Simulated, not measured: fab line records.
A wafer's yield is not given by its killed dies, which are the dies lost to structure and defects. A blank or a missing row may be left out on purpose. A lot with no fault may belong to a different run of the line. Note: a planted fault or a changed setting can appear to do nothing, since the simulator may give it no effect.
The tool behind it: which one? | flow gf180mcu | 42 wafers from 14 lots sampled at 4 of the route's 602 steps

== WHAT THE GAUGES SHOWED, per wafer ==
GF_HV_LDD_OVL_MEAS_08.
lot  | measured     | on         | HV_LDD_OVL (nm)
L779 | day 9 22:16  | overlay-01 | -1.4 1.7 -1.4
L780 | day 10 06:25 | overlay-01 | 0.7 0.3 -2.4
L781 | day 10 17:13 | overlay-01 | -3.1 -2.4 -3.4
L782 | day 10 20:14 | overlay-01 | -0.1 -1.7 -1.2
L783 | day 11 04:53 | overlay-01 | 0.5 -1.7 -0.3
L784 | day 11 07:52 | overlay-01 | -2.4 -1.0 -1.9
L785 | day 11 21:49 | overlay-02 | 0.3 -0.5 0.2
L786 | day 12 04:13 | overlay-02 | -0.8 0.1 1.2
L787 | day 12 11:58 | overlay-01 | 0.2 0.5 -0.8
L793 | day 14 09:38 | overlay-02 | -1.5 -3.1 -1.1
L794 | day 14 17:01 | overlay-02 | -1.4 -0.4 -0.7
L799 | day 16 07:11 | overlay-01 | -1.5 -0.7 -1.8
L800 | day 16 14:40 | overlay-02 | -0.5 0.4 -1.2
L802 | day 17 04:59 | overlay-02 | -1.2 -1.4 -1.7

GF_M1_OVL_MEAS_15.
lot  | measured     | on         | M1_OVL (nm)
L779 | day 16 23:34 | overlay-01 | 7 9 10
L780 | day 17 08:37 | overlay-01 | 2 8 -3
L781 | day 17 22:02 | overlay-02 | 6 -1 8
L782 | day 18 05:32 | overlay-01 | 3 8 -1
L783 | day 18 14:07 | overlay-02 | -4 6 1
L784 | day 19 07:13 | overlay-02 | 4 0 7
L785 | day 19 10:05 | overlay-01 | 4 2 -4
L786 | day 19 18:28 | overlay-01 | -9 -6 -4
L787 | day 20 04:46 | overlay-01 | 1 9 5
L793 | day 22 09:19 | overlay-02 | 9 -3 12
L794 | day 22 17:25 | overlay-01 | 9 10 12
L799 | day 24 12:28 | overlay-02 | 11 10 -2
L800 | day 24 15:52 | overlay-01 | 7 4 0
L802 | day 25 08:21 | overlay-02 | 6 3 2

== WHICH TOOL RAN EACH LOT (tool, then ch and the chambers of the sampled wafers, then the start) ==
lot  | GF_DNWELL_IMPLANT_07           | GF_M1_SPUTTER_04
L779 | implanter-04 ch 0, day 2 17:57 | pvdSputter-02, day 16 01:21
L780 | implanter-04 ch 0, day 3 00:07 | pvdSputter-03, day 16 10:31
L781 | implanter-04 ch 0, day 3 04:53 | pvdSputter-04, day 16 22:55
L782 | implanter-04 ch 0, day 3 10:29 | pvdSputter-02, day 17 05:20
L783 | implanter-01 ch 0, day 3 14:51 | pvdSputter-03, day 17 15:20
L784 | implanter-01 ch 0, day 3 20:16 | pvdSputter-02, day 18 07:20
L785 | implanter-02 ch 0, day 4 02:21 | pvdSputter-02, day 18 10:20
L786 | implanter-04 ch 0, day 4 09:45 | pvdSputter-04, day 18 17:53
L787 | implanter-02 ch 0, day 4 14:06 | pvdSputter-03, day 19 04:41
L793 | implanter-01 ch 0, day 5 22:30 | pvdSputter-04, day 21 09:52
L794 | implanter-01 ch 0, day 6 02:33 | pvdSputter-02, day 21 18:08
L799 | implanter-04 ch 0, day 7 04:03 | pvdSputter-04, day 23 13:30
L800 | implanter-02 ch 0, day 7 08:56 | pvdSputter-02, day 23 17:29
L802 | implanter-04 ch 0, day 7 23:03 | pvdSputter-04, day 24 11:23
- GF_DNWELL_IMPLANT_07
- GF_M1_SPUTTER_04: material TiN, target thk 50 nm, time 41.7 s.

== WHAT THE TOOLS THEMSELVES READ (means of the sampled wafers that have a number; where no wafer has one, the mark that the record gives instead) ==
GF_DNWELL_IMPLANT_07.
lot  | tool         | beamEnergyKeV
L779 | implanter-04 | 1500.6
L780 | implanter-04 | 1500.2
L781 | implanter-04 | 1500.3
L782 | implanter-04 | 1500.1
L783 | implanter-01 | 1500.0
L784 | implanter-01 | 1500.7
L785 | implanter-02 | 1500.2
L786 | implanter-04 | 1500.1
L787 | implanter-02 | 1499.6
L793 | implanter-01 | 1633.5
L794 | implanter-01 | 1632.9
L799 | implanter-04 | 1499.9
L800 | implanter-02 | 1500.1
L802 | implanter-04 | 1499.4

GF_M1_SPUTTER_04.
lot  | tool          | throttleValvePct (%)
L779 | pvdSputter-02 | 30.5
L780 | pvdSputter-03 | 30.3
L781 | pvdSputter-04 | 30.2
L782 | pvdSputter-02 | 30.9
L783 | pvdSputter-03 | 30.0
L784 | pvdSputter-02 | 30.2
L785 | pvdSputter-02 | 31.2
L786 | pvdSputter-04 | 30.0
L787 | pvdSputter-03 | 29.5
L793 | pvdSputter-04 | 29.5
L794 | pvdSputter-02 | 30.3
L799 | pvdSputter-04 | 29.2
L800 | pvdSputter-02 | 30.9
L802 | pvdSputter-04 | 29.3

== THE ANSWER, worked out from the rows above alone ==
Rule: what is usual is taken from the lots themselves. Put in order of their means at a reading, lots are off if they are a third of the lots or fewer, leave a main group of 4 or more, and stand apart from it by a gap of 3 or more times the standard deviation of the main group's means; of several such gaps the widest counts. The tables above print the reading to a certain number of digits; a main group whose means all agree to those digits is not used. Also off: a lot with no number at a reading for which 4 or more lots have one. Where the step has rows for the other lots, those lots are counted as sound. Order of review: gauges by route order, followed by the tools' own readings, for which a lot's mean as printed above is used. At the first step where some lot is off, the reading lying furthest off is the one used; lots without a number count as furthest.
Off at GF_DNWELL_IMPLANT_07 (beamEnergyKeV): L793, L794. The main group: mean 1500.1, standard deviation 0.35.
If a tool, at that step or one of the process steps before it, ran each lot that is off and ran no sound lot following the first of them, it fits. One fits: GF_DNWELL_IMPLANT_07 on implanter-01. Its last sound lot is L784 (day 3 20:16), its first lot that is off L793 (day 5 22:30): a fault that began between those two fits.
The tool's own readings at GF_DNWELL_IMPLANT_07 bear it out: on the lots that are off they differ by more than 5 times the standard deviation of the sound lots' means. beamEnergyKeV reads 1633.2 there against 1500.1 on the sound lots.

== WHAT THE SIMULATOR HAD INSERTED ==
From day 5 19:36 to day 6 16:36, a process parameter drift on implanter-01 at GF_DNWELL_IMPLANT_07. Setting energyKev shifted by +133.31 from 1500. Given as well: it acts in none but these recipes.
Lots struck among those shown: L793, L794. This agrees with what the rule above found.
